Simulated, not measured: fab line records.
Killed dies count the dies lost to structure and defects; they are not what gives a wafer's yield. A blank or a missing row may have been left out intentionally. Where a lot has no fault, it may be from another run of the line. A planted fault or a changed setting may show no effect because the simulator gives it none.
fab line records	flow gf180mcu	part 1 of 2: steps 1 to 27 of 38
[record] lots = 5	wafers = 15	last-day = 33
route steps=602 shown M2@362 V2@382
lots with no fault: from the same line, run without faults
start-h: start of the lot's first displayed wafer, in hours after the record's first day	wait-h: hours since the lot's step before	" unchanged from the row above	L1.1+2: one row covering several wafers at once	- either no value or no given start	* or withheld: withheld	< > ~ a bound
route shown NAME@n: names a module that has steps shown in the file, with the first one's number in the route	usual: the fault-free wafers' mean and standard deviation	same: alike in all rows	chamber/n: place in a boat	sites: the reading at each site	_std_site: the standard deviation of these	_edge_site: outer sites' mean less inner sites'	radius-mm: for every site, how far away it sits from the centre of the wafer	mask NAME#n: copy n	behind: tool/chamber where the wafer was last shaped	hold: why the lot was held/for how many hours/how that ended	device: the n, p or np transistor that did not switch	end of line: the route-end tests of the same wafers	a step without rows: its recipe alone	killed: at the first sort, the dies lost to defects and structure; wafer yield is something else	map: a wafer's dies, marking killed ones x, the rest . and places with no die _
set.NAME: the run value of the setting; set.NAME@STEP: its run value at that earlier step	model.NAME: the simulator's own value behind a step, which no gauge read
lots at selected steps of the route; one table per step, one row per wafer
services: when a tool's chamber went out of use (start-h, in hours from the record's first day, below 0 if earlier), for how many hours, and the reason
[[steps]]
[step GF_M2_SPUTTER_00]
[recipe] material = Ti	target-thk-nm = 37.5	arriving-ion-energy-ev = 80	substrate-temp-c = 200	chamber-pressure-pa = 2	power-w = 4000	time-s = 150
[usual] throttle-valve-pct = 29.5/1.3
lot.wafer	tool	chamber	start-h	wait-h	throttle-valve-pct
L079.1	pvd-sputter-02	-	449.42	0.2	28.1
L079.5	"	-	"	"	30.6
L079.6	"	-	"	"	28.0
L090.3	pvd-sputter-01	-	552.53	0.2	28.8
L090.4	"	-	"	"	30.3
L090.6	"	-	"	"	27.4
L089.1	pvd-sputter-01	-	554.28	0.2	29.4
L089.5	"	-	"	"	27.4
L089.6	"	-	"	"	28.9
L091.1	pvd-sputter-01	-	561.76	0.1	29.2
L091.2	"	-	"	"	29.4
L091.6	"	-	"	"	29.4
L093.3	pvd-sputter-01	-	575.72	0.1	29.1
L093.5	"	-	"	"	29.3
L093.6	"	-	"	"	27.7
[step GF_M2_SPUTTER_01]
[recipe] material = TiN	target-thk-nm = 30	power-w = 6500	time-s = 25	chamber-pressure-pa = 0.4
[usual] throttle-valve-pct = 29.5/1.3
lot.wafer	tool	chamber	start-h	wait-h	throttle-valve-pct
L079.1	pvd-sputter-02	-	449.53	0.1	28.0
L079.5	"	-	"	"	30.2
L079.6	"	-	"	"	28.2
L090.3	pvd-sputter-01	-	552.63	0.1	29.2
L090.4	"	-	"	"	29.9
L090.6	"	-	"	"	27.9
L089.1	pvd-sputter-01	-	554.38	0.1	28.7
L089.5	"	-	"	"	27.3
L089.6	"	-	"	"	29.1
L091.1	pvd-sputter-01	-	561.86	0.1	29.1
L091.2	"	-	"	"	29.3
L091.6	"	-	"	"	29.6
L093.3	pvd-sputter-01	-	575.82	0.1	29.1
L093.5	"	-	"	"	29.5
L093.6	"	-	"	"	27.4
[step GF_M2_SPUTTER_02]
[recipe] material = AlCu	target-thk-nm = 450	power-w = 10600	time-s = 23.9	chamber-pressure-pa = 0.4
[usual] throttle-valve-pct = 29.5/1.3
lot.wafer	tool	chamber	start-h	wait-h	throttle-valve-pct
L079.1	pvd-sputter-02	-	449.57	0.0	28.1
L079.5	"	-	"	"	30.3
L079.6	"	-	"	"	28.2
L090.3	pvd-sputter-01	-	552.66	0.0	29.1
L090.4	"	-	"	"	30.0
L090.6	"	-	"	"	27.4
L089.1	pvd-sputter-01	-	554.41	0.0	29.0
L089.5	"	-	"	"	27.4
L089.6	"	-	"	"	28.9
L091.1	pvd-sputter-01	-	561.89	0.0	29.1
L091.2	"	-	"	"	29.4
L091.6	"	-	"	"	29.5
L093.3	pvd-sputter-01	-	575.85	0.0	29.0
L093.5	"	-	"	"	29.2
L093.6	"	-	"	"	27.5
[step GF_M2_SPUTTER_03]
[recipe] material = Ti	target-thk-nm = 10	substrate-temp-c = 300	chamber-pressure-pa = 0.3	power-w = 3000	time-s = 6.7
[usual] throttle-valve-pct = 29.4/1.3
lot.wafer	tool	chamber	start-h	wait-h	throttle-valve-pct
L079.1	pvd-sputter-02	-	449.60	0.0	28.1
L079.5	"	-	"	"	30.0
L079.6	"	-	"	"	28.3
L090.3	pvd-sputter-01	-	552.69	0.0	29.0
L090.4	"	-	"	"	30.3
L090.6	"	-	"	"	27.5
L089.1	pvd-sputter-01	-	554.44	0.0	29.1
L089.5	"	-	"	"	27.4
L089.6	"	-	"	"	29.1
L091.1	pvd-sputter-01	-	561.92	0.0	28.8
L091.2	"	-	"	"	29.3
L091.6	"	-	"	"	29.1
L093.3	pvd-sputter-01	-	575.88	0.0	29.1
L093.5	"	-	"	"	29.0
L093.6	"	-	"	"	27.2
[step GF_M2_SPUTTER_04]
[recipe] material = TiN	target-thk-nm = 50	power-w = 6500	time-s = 41.7	chamber-pressure-pa = 0.4
[usual] throttle-valve-pct = 29.5/1.3
lot.wafer	tool	chamber	start-h	wait-h	throttle-valve-pct
L079.1	pvd-sputter-02	-	449.62	0.0	28.2
L079.5	"	-	"	"	30.3
L079.6	"	-	"	"	28.0
L090.3	pvd-sputter-01	-	552.71	0.0	29.1
L090.4	"	-	"	"	30.1
L090.6	"	-	"	"	27.2
L089.1	pvd-sputter-01	-	554.46	0.0	29.1
L089.5	"	-	"	"	27.6
L089.6	"	-	"	"	29.0
L091.1	pvd-sputter-01	-	561.94	0.0	29.1
L091.2	"	-	"	"	29.4
L091.6	"	-	"	"	29.1
L093.3	pvd-sputter-01	-	575.90	0.0	29.0
L093.5	"	-	"	"	29.1
L093.6	"	-	"	"	27.6
[step GF_M2_RS_MEAS_05]
[recipe] thk-meas-gauge = four-point-probe	reads = TiN_of_M2_SPUTTER_04+Ti_of_M2_SPUTTER_03+AlCu_of_M2_SPUTTER_02+TiN_of_M2_SPUTTER_01+Ti_of_M2_SPUTTER_00
[usual] M2_ALCU_RS = 0.0694/0.00093
lot.wafer	tool	chamber	start-h	wait-h	M2_ALCU_RS[ohm/sq]
L079.1	film-metro-02	-	449.66	0.0	0.0670
L079.5	"	-	"	"	0.0681
L079.6	"	-	"	"	0.0676
L090.3	film-metro-01	-	552.79	0.1	0.0706
L090.4	"	-	"	"	0.0687
L090.6	"	-	"	"	0.0691
L089.1	film-metro-01	-	554.50	0.0	0.0708
L089.5	"	-	"	"	0.0701
L089.6	"	-	"	"	0.0711
L091.1	film-metro-03	-	561.98	0.0	0.0707
L091.2	"	-	"	"	0.0703
L091.6	"	-	"	"	0.0700
L093.3	film-metro-01	-	575.98	0.1	0.0712
L093.5	"	-	"	"	0.0700
L093.6	"	-	"	"	0.0701
[step GF_M2_THK_MEAS_06]
[recipe] thk-meas-gauge = xrf	reads = AlCu_of_M2_SPUTTER_02
[usual] M2_ALCU_THK = 452/6.4
lot.wafer	tool	chamber	start-h	wait-h	M2_ALCU_THK[nm]
L079.1	film-metro-02	-	449.78	0.1	467
L079.5	"	-	"	"	461
L079.6	"	-	"	"	466
L090.3	film-metro-01	-	552.89	0.1	449
L090.4	"	-	"	"	462
L090.6	"	-	"	"	456
L089.1	film-metro-01	-	554.62	0.1	448
L089.5	"	-	"	"	448
L089.6	"	-	"	"	442
L091.1	film-metro-03	-	562.10	0.1	444
L091.2	"	-	"	"	445
L091.6	"	-	"	"	450
L093.3	film-metro-01	-	576.08	0.1	439
L093.5	"	-	"	"	448
L093.6	"	-	"	"	445
[step GF_M2_DEHYDRATE_07]
[recipe] temp-c = 200	time-s = 60
[usual] plate-temp-C = 200.04/0.17
lot.wafer	tool	chamber	start-h	wait-h	plate-temp-C
L079.1	litho-track-04	0	461.42	11.6	199.96
L079.5	"	0	"	"	199.92
L079.6	"	0	"	"	199.89
L090.3	litho-track-01	0	563.56	10.7	199.91
L090.4	"	0	"	"	199.95
L090.6	"	0	"	"	199.80
L089.1	litho-track-02	0	565.26	10.6	199.90
L089.5	"	0	"	"	199.87
L089.6	"	0	"	"	199.97
L091.1	litho-track-04	0	572.57	10.5	199.99
L091.2	"	0	"	"	200.13
L091.6	"	0	"	"	200.17
L093.3	litho-track-01	0	586.61	10.5	200.08
L093.5	"	0	"	"	200.39
L093.6	"	0	"	"	200.37
[step GF_M2_HMDS_08]
[recipe] prime-time-s = 60	prime-temp-c = 120
lot.wafer	tool	chamber	start-h	wait-h
L079.1+5+6	litho-track-04	0	461.57	0.1
L090.3+4+6	litho-track-01	0	563.71	0.1
L089.1+5+6	litho-track-02	0	565.41	0.1
L091.1+2+6	litho-track-04	0	572.72	0.1
L093.3+5+6	litho-track-01	0	586.76	0.1
[step GF_M2_COAT_09]
[recipe] resist = KrF	spin-rpm = withheld	resist-thk-nm = 1000
lot.wafer	tool	chamber	start-h	wait-h
L079.1+5+6	litho-track-04	0	461.72	0.1
L090.3+4+6	litho-track-01	0	563.86	0.1
L089.1+5+6	litho-track-02	0	565.56	0.1
L091.1+2+6	litho-track-04	0	572.87	0.1
L093.3+5+6	litho-track-01	0	586.91	0.1
[step GF_M2_SOFTBAKE_10]
[recipe] temp-c = 130	time-s = 60	resist = KrF
[usual] plate-temp-C = 130.00/0.16
lot.wafer	tool	chamber	start-h	wait-h	plate-temp-C
L079.1	litho-track-04	0	461.87	0.1	129.91
L079.5	"	0	"	"	130.04
L079.6	"	0	"	"	129.86
L090.3	litho-track-01	0	564.01	0.1	129.92
L090.4	"	0	"	"	130.14
L090.6	"	0	"	"	129.93
L089.1	litho-track-02	0	565.71	0.1	130.08
L089.5	"	0	"	"	130.30
L089.6	"	0	"	"	130.24
L091.1	litho-track-04	0	573.02	0.1	130.25
L091.2	"	0	"	"	130.12
L091.6	"	0	"	"	129.94
L093.3	litho-track-01	0	587.06	0.1	130.14
L093.5	"	0	"	"	129.94
L093.6	"	0	"	"	130.10
[step GF_M2_EXPOSE_11]
[recipe] mask-id = Metal2	target-cd-nm = 280	na = 0.68	source-shape = conventional	sigma-outer = 0.6	dose-mj = 28
[usual] focus-offset-nm = -0.1/0.54
lot.wafer	tool	chamber	start-h	wait-h	mask	focus-offset-nm
L079.1	krf-scanner-02	0	-	-	Metal2#0	0.3
L079.5	"	0	"	"	Metal2#0	0.7
L079.6	"	0	"	"	Metal2#0	0.1
L090.3	krf-scanner-01	0	-	-	Metal2#0	-0.4
L090.4	"	0	"	"	Metal2#0	0.2
L090.6	"	0	"	"	Metal2#0	-0.6
L089.1	krf-scanner-02	0	-	-	Metal2#0	0.1
L089.5	"	0	"	"	Metal2#0	-0.4
L089.6	"	0	"	"	Metal2#0	0.3
L091.1	krf-scanner-02	0	-	-	Metal2#0	0.6
L091.2	"	0	"	"	Metal2#0	0.6
L091.6	"	0	"	"	Metal2#0	0.6
L093.3	krf-scanner-01	0	-	-	Metal2#0	-0.3
L093.5	"	0	"	"	Metal2#0	-0.5
L093.6	"	0	"	"	Metal2#0	0.2
[step GF_M2_PEB_12]
[recipe] peb-temp-c = 135	peb-time-s = 90	resist = KrF
[usual] plate-temp-C = 135.02/0.14
lot.wafer	tool	chamber	start-h	wait-h	plate-temp-C
L079.1	litho-track-01	0	-	-	135.10
L079.5	"	0	"	"	134.83
L079.6	"	0	"	"	135.02
L090.3	litho-track-02	0	-	-	134.90
L090.4	"	0	"	"	135.01
L090.6	"	0	"	"	134.84
L089.1	litho-track-01	0	-	-	134.92
L089.5	"	0	"	"	134.93
L089.6	"	0	"	"	135.16
L091.1	litho-track-01	0	-	-	134.90
L091.2	"	0	"	"	134.74
L091.6	"	0	"	"	134.86
L093.3	litho-track-04	0	-	-	135.20
L093.5	"	0	"	"	135.09
L093.6	"	0	"	"	135.06
[step GF_M2_DEVELOP_13]
[recipe] develop-time-s = 60	dev-temp-c = 21
lot.wafer	tool	chamber	start-h	wait-h
L079.1+5+6	litho-track-01	0	474.31	0.2
L090.3+4+6	litho-track-02	0	574.81	0.1
L089.1+5+6	litho-track-01	0	576.36	0.2
L091.1+2+6	litho-track-01	0	583.66	0.2
L093.3+5+6	litho-track-04	0	597.02	0.1
[step GF_M2_CD_MEAS_14]
[recipe] target-cd-nm = 280
[usual] cd-nm = 280.2/1.3
lot.wafer	tool	chamber	start-h	wait-h	cd-nm
L079.1	cd-sem-02	-	474.46	0.1	280.1
L079.5	"	-	"	"	281.4
L079.6	"	-	"	"	279.0
L090.3	cd-sem-01	-	574.95	0.1	278.5
L090.4	"	-	"	"	278.9
L090.6	"	-	"	"	279.2
L089.1	cd-sem-02	-	576.51	0.1	279.3
L089.5	"	-	"	"	278.3
L089.6	"	-	"	"	279.7
L091.1	cd-sem-01	-	583.81	0.1	278.9
L091.2	"	-	"	"	279.7
L091.6	"	-	"	"	279.6
L093.3	cd-sem-01	-	597.16	0.1	282.4
L093.5	"	-	"	"	282.3
L093.6	"	-	"	"	281.7
[step GF_M2_OVL_MEAS_15]
[usual] M2_OVL = -1/5.7
lot.wafer	tool	chamber	start-h	wait-h	M2_OVL[nm]
L079.1	overlay-02	-	474.58	0.1	-6
L079.5	"	-	"	"	1
L079.6	"	-	"	"	6
L090.3	overlay-02	-	575.04	0.1	1
L090.4	"	-	"	"	5
L090.6	"	-	"	"	-2
L089.1	overlay-01	-	576.63	0.1	2
L089.5	"	-	"	"	3
L089.6	"	-	"	"	8
L091.1	overlay-01	-	583.93	0.1	5
L091.2	"	-	"	"	-1
L091.6	"	-	"	"	2
L093.3	overlay-01	-	597.26	0.1	-4
L093.5	"	-	"	"	-1
L093.6	"	-	"	"	-5
[step GF_M2_METAL_ETCH_16]
[recipe] chemistry = Cl2/BCl3	mask-material = KrF	target-depth-nm = 750.8	stop-on = SiO2	pressure-mtorr = 8	icp-w = 800	bias-w = 140	Cl2_flow_sccm = 80	bcl3-flow-sccm = 40	time-s = 125.1
[usual] drypump-motor-current-A = 5.52/0.2	mfc-cl2-sccm = 79.99/0.27	oes-product-au = 0.988/0.0084	throttle-valve-pct = 28.230/0.013
lot.wafer	tool	chamber	start-h	wait-h	drypump-motor-current-A	mfc-cl2-sccm	oes-product-au	rf-hours-counter-h	throttle-valve-pct
L079.1	rie-metal-01	0	474.61	0.0	5.16	79.96	0.984	9	28.236
L079.5	"	1	"	"	5.54	80.17	0.994	-	28.212
L079.6	"	0	"	"	5.14	79.88	0.983	-	28.252
L090.3	rie-metal-04	1	575.11	0.1	5.78	80.30	0.993	-	28.230
L090.4	"	0	"	"	5.38	79.97	0.992	-	28.233
L090.6	"	1	"	"	5.77	80.10	0.995	-	28.222
L089.1	rie-metal-02	1	576.66	0.0	5.72	79.56	0.993	6	28.223
L089.5	"	0	"	"	5.69	79.78	0.991	-	28.219
L089.6	"	1	"	"	5.73	80.41	0.994	-	28.218
L091.1	rie-metal-01	1	583.96	0.0	5.52	80.12	0.994	5	28.227
L091.2	"	1	"	"	5.52	80.33	0.989	-	28.224
L091.6	"	1	"	"	5.54	80.12	0.997	-	28.223
L093.3	rie-metal-01	1	597.37	0.1	5.55	79.91	0.995	-	28.240
L093.5	"	1	"	"	5.51	79.30	0.993	-	28.214
L093.6	"	1	"	"	5.55	80.12	0.990	-	28.219
[step GF_M2_STRIP_17]
[recipe] chemistry = O2/N2	power-w = 1400	pressure-mtorr = 1500	platen-temp-c = 250	o2-flow-sccm = 3000	n2-flow-sccm = 300	overash-fraction = 0.5
[usual] drypump-motor-current-A = 5.46/0.25	heater-power-w = 352/49	oes-product-au = 0.537/0.0052	strip-time-to-endpoint-s = 7.39/0.057
[same] overash-fraction = 0.5
lot.wafer	tool	chamber	start-h	wait-h	drypump-motor-current-A	heater-power-w	oes-product-au	rf-hours-counter-h	strip-time-to-endpoint-s
L079.1	plasma-asher-04	1	474.74	0.1	5.63	389	0.538	2	7.45
L079.5	"	0	"	"	5.08	287	0.532	-	7.35
L079.6	"	1	"	"	5.62	388	0.536	-	7.44
L090.3	plasma-asher-04	0	575.23	0.1	5.06	286	0.537	-	7.40
L090.4	"	1	"	"	5.58	392	0.538	-	7.43
L090.6	"	0	"	"	5.06	282	0.536	-	7.36
L089.1	plasma-asher-01	0	576.84	0.1	5.67	404	0.530	49	7.35
L089.5	"	0	"	"	5.68	395	0.535	-	7.35
L089.6	"	1	"	"	5.53	285	0.538	-	7.36
L091.1	plasma-asher-02	0	584.22	0.2	5.65	399	0.530	98	7.32
L091.2	"	1	"	"	5.13	329	0.537	98	7.34
L091.6	"	1	"	"	5.24	338	0.540	-	7.30
L093.3	plasma-asher-01	0	597.57	0.2	5.68	413	0.531	-	7.36
L093.5	"	1	"	"	5.53	282	0.536	-	7.35
L093.6	"	0	"	"	5.67	402	0.542	-	7.37
[step GF_M2_STRIP_18]
[recipe] chemistry = post-etch-residue-remover	time-s = 1200	temp-c = 72.5
[usual] bath-heat-duty-pct = 14.5/1.1
lot.wafer	tool	chamber	start-h	wait-h	bath-heat-duty-pct
L079.1	wet-bench-03	0	474.84	0.1	14.2
L079.5	"	0	"	"	14.8
L079.6	"	0	"	"	16.3
L090.3	wet-bench-02	0	575.30	0.0	14.3
L090.4	"	0	"	"	14.8
L090.6	"	0	"	"	13.4
L089.1	wet-bench-02	0	576.94	0.1	14.1
L089.5	"	0	"	"	12.5
L089.6	"	0	"	"	12.8
L091.1	wet-bench-01	2	584.32	0.1	13.2
L091.2	"	2	"	"	13.5
L091.6	"	2	"	"	13.4
L093.3	wet-bench-03	3	597.64	0.0	13.3
L093.5	"	3	"	"	12.5
L093.6	"	3	"	"	14.6
[step GF_M2_CLEAN_19]
[recipe] chemistry = DIW	dry = n2-spin
lot.wafer	tool	chamber	start-h	wait-h
L079.1+5+6	wet-bench-03	1	475.19	0.0
L090.3+4+6	wet-bench-03	2	575.64	0.0
L089.1+5+6	wet-bench-01	2	577.28	0.0
L091.1+2+6	wet-bench-03	1	584.66	0.0
L093.3+5+6	wet-bench-01	1	598.01	0.0
[step GF_V2_CVD_00]
[recipe] material = SiO2	target-thk-nm = 600	sigma-open-frac = 0.3	temp-c = 400	time-s = 100	sih4-flow-sccm = 60	pressure-mtorr = 6
lot.wafer	tool	chamber	start-h	wait-h
L079.1+5+6	hdpcvd-02	2,0,2	475.28	0.0
L090.3+4+6	hdpcvd-01	2,0,1	575.73	0.0
L089.1+5+6	hdpcvd-02	2,0,2	577.37	0.0
L091.1+2+6	hdpcvd-01	2,1,0	584.76	0.0
L093.3+5+6	hdpcvd-02	1,2,1	598.14	0.0
[step GF_V2_THK_MEAS_01]
[recipe] reads = SiO2_of_V2_CVD_00
[usual] V2_CVD_00_THK = 593/6.2
lot.wafer	tool	chamber	start-h	wait-h	V2_CVD_00_THK[nm]
L079.1	film-metro-01	-	475.35	0.0	602
L079.5	"	-	"	"	595
L079.6	"	-	"	"	593
L090.3	film-metro-03	-	575.82	0.1	581
L090.4	"	-	"	"	589
L090.6	"	-	"	"	588
L089.1	film-metro-01	-	577.44	0.0	597
L089.5	"	-	"	"	597
L089.6	"	-	"	"	596
L091.1	film-metro-04	-	584.83	0.0	594
L091.2	"	-	"	"	593
L091.6	"	-	"	"	598
L093.3	film-metro-03	-	598.23	0.1	606
L093.5	"	-	"	"	600
L093.6	"	-	"	"	595
[step GF_V2_CVD_02]
[recipe] material = SiO2	target-thk-nm = 850	precursor = TEOS	temp-c = 400	time-s = 94.851	rf-w = 600
[usual] heater-power-w = 668/87
lot.wafer	tool	chamber	start-h	wait-h	heater-power-w	since-wet-clean-h
L079.1	pecvd-01	1	475.41	0.1	675	509
L079.5	"	1	"	"	732	-
L079.6	"	0	"	"	668	-
L090.3	pecvd-02	2	575.86	0.0	547	193
L090.4	"	2	"	"	619	-
L090.6	"	0	"	"	519	-
L089.1	pecvd-01	2	577.50	0.1	720	611
L089.5	"	2	"	"	770	-
L089.6	"	0	"	"	649	-
L091.1	pecvd-01	0	584.89	0.1	738	619
L091.2	"	1	"	"	733	619
L091.6	"	0	"	"	574	-
L093.3	pecvd-04	1	598.27	0.0	610	424
L093.5	"	1	"	"	657	-
L093.6	"	0	"	"	565	-
[step GF_V2_THK_MEAS_03]
[recipe] reads = SiO2_of_V2_CVD_02
[usual] V2_CVD_02_THK = 852/12
lot.wafer	tool	chamber	start-h	wait-h	V2_CVD_02_THK[nm]
L079.1	film-metro-04	-	475.48	0.0	840
L079.5	"	-	"	"	858
L079.6	"	-	"	"	862
L090.3	film-metro-04	-	575.95	0.1	851
L090.4	"	-	"	"	867
L090.6	"	-	"	"	848
L089.1	film-metro-03	-	577.57	0.0	851
L089.5	"	-	"	"	861
L089.6	"	-	"	"	861
L091.1	film-metro-01	-	584.96	0.0	849
L091.2	"	-	"	"	838
L091.6	"	-	"	"	848
L093.3	film-metro-04	-	598.36	0.1	842
L093.5	"	-	"	"	864
L093.6	"	-	"	"	842
[step GF_V2_CMP_04]
[recipe] material = SiO2	down-force-psi = 4	platen-rpm = 60	pad-velocity-m-s = 0.94248
[usual] head-pressure-psi = 4.000/0.009	motor-current-A = 13.0/1.1	platen-rpm = 60.00/0.039	time-to-endpoint-s = 81/7.1
lot.wafer	tool	chamber	start-h	wait-h	head-pressure-psi	motor-current-A	platen-rpm	time-to-endpoint-s
L079.1	cmp-01	0	475.54	0.1	4.002	11.7	60.03	78
L079.5	"	0	"	"	4.006	12.2	59.99	88
L079.6	"	1	"	"	3.994	13.7	60.03	90
L090.3	cmp-01	1	576.10	0.1	4.001	14.0	60.01	79
L090.4	"	2	"	"	4.011	13.6	60.05	88
L090.6	"	3	"	"	3.995	11.3	59.99	82
L089.1	cmp-02	3	577.68	0.1	3.986	14.8	60.02	75
L089.5	"	2	"	"	4.009	11.6	59.98	88
L089.6	"	3	"	"	3.999	14.0	60.03	79
L091.2	cmp-02	0	585.12	0.1	4.008	14.7	59.95	83
L091.1	"	1	"	"	4.001	13.0	60.06	73
L091.6	"	3	"	"	4.006	13.7	59.96	70
L093.3	cmp-02	0	598.40	0.0	3.989	14.6	60.00	87
L093.5	"	0	"	"	3.981	15.0	59.96	89
L093.6	"	1	"	"	4.001	12.5	60.02	71
[step GF_V2_BOW_MEAS_05]
[recipe] mode = bow
[usual] V2_BOW = 99/8.9
lot.wafer	tool	chamber	start-h	wait-h	V2_BOW[um]
L079.1	film-metro-04	-	475.84	0.2	107
L079.5	"	-	"	"	110
L079.6	"	-	"	"	100
L090.3	film-metro-03	-	576.34	0.2	92
L090.4	"	-	"	"	87
L090.6	"	-	"	"	88
L089.1	film-metro-01	-	577.93	0.2	109
L089.5	"	-	"	"	95
L089.6	"	-	"	"	104
L091.1	film-metro-04	-	585.32	0.1	87
L091.2	"	-	"	"	93
L091.6	"	-	"	"	88
L093.3	film-metro-01	-	598.74	0.3	108
L093.5	"	-	"	"	93
L093.6	"	-	"	"	103
[step GF_V2_DEHYDRATE_06]
[recipe] temp-c = 200	time-s = 60
[usual] plate-temp-C = 200.03/0.19
lot.wafer	tool	chamber	start-h	wait-h	plate-temp-C
L079.1	litho-track-02	0	487.36	11.5	200.02
L079.5	"	0	"	"	200.07
L079.6	"	0	"	"	200.16
L090.3	litho-track-04	0	586.62	10.3	199.92
L090.4	"	0	"	"	199.98
L090.6	"	0	"	"	199.87
L089.1	litho-track-04	0	588.52	10.6	200.22
L089.5	"	0	"	"	200.36
L089.6	"	0	"	"	200.07
L091.1	litho-track-02	0	595.21	9.9	199.92
L091.2	"	0	"	"	200.14
L091.6	"	0	"	"	200.14
L093.3	litho-track-03	0	609.33	10.6	200.48
L093.5	"	0	"	"	200.36
L093.6	"	0	"	"	200.48
